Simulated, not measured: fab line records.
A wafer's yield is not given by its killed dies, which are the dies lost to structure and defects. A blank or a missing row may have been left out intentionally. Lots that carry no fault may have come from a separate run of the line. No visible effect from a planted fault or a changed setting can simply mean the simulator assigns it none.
Problem report in the 8D (eight disciplines) form, filled by code :: flow gf180mcu :: the parts of the form that need people (team, actions taken, sign-off) are left out

## 1. PROBLEM STATEMENT
chamber-o2-ppm at GF_SALICIDE_RTA_08 reads a mean of 302.003 on 6 wafers of 2 lots; wafers without a fault read 2.002 with a standard deviation of 0.02. That is +99 or more standard deviations from the usual mean.
The step: time 30 s.
Earliest sighting: wafer L992.2 on rtp-anneal-01 at day 18 20:50. At this step, 18 wafers from 6 lots have a number in the record. The rule behind "out" and "out of limits": a value lying over 4 standard deviations away from the usual mean. The rest of the wafers with a number are treated as sound.

## 2. WHAT IT IS; WHAT IT IS NOT
question: which readings at this step
is: chamber-o2-ppm
is not: lamp-power-pct, wafer_temp_C_max

question: which lots
is: L992, L994
is not: L101, L103, L104, L989

question: which wafers of those lots
is: all that have a number
is not: -

question: read on which tools
is: rtp-anneal-01
is not: -

question: when
is: from day 18 20:50
is not: up to then (3 sound wafers); but 9 sound wafers of L101, L103, L104 came after

## 3. WHAT RULES OUT EACH SUSPECT
Counting: a tool stays on the suspect list if, at a process step up to the reading, it processed all lots that are out and no sound lot following the first of them.
- rtp-anneal-02 at GF_SALICIDE_RTA_06 (time 30 s): ruled out as a lasting fault. Following L992 (day 18 20:38), the first lot on it that is out, the sound lots L104 were run on it.
- rtp-anneal-01 at GF_SALICIDE_RTA_08 (time 30 s): ruled out as a lasting fault. Following L992 (day 18 20:50), the first lot on it that is out, the sound lots L101, L103, L104 were run on it.
Left after counting: nothing in the record.

## 4. THE CAUSE (what the simulator had put in)
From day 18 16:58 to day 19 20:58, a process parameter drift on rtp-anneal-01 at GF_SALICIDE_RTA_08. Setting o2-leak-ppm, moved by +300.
Counting ruled it out, wrongly.

## 5. THE EFFECT CHAIN, in route order
Each row: a reading where the mean over the struck wafers with a number is more than 3 standard deviations away from the usual. Readings are gone through only where the record gives a usual standard deviation; hours: the median, over the lots, of the time from a lot's start at the first step in this table giving one to that lot's start at this step; sigmas: the change measured in usual standard deviations.
hours: 0
step: GF_SALICIDE_RTA_08
reading: chamber-o2-ppm
usual: 2.002
on struck wafers: 302.003
change: +300.001
sigmas: +99 or more
It contains these process steps:
- GF_SALICIDE_RTA_08: time 30 s.

## 6. HOW IT WOULD HAVE BEEN CAUGHT EARLIER
4 hours passed between the start of the fault at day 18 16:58 and the first reading out of limits in this record, taken at day 18 20:50.
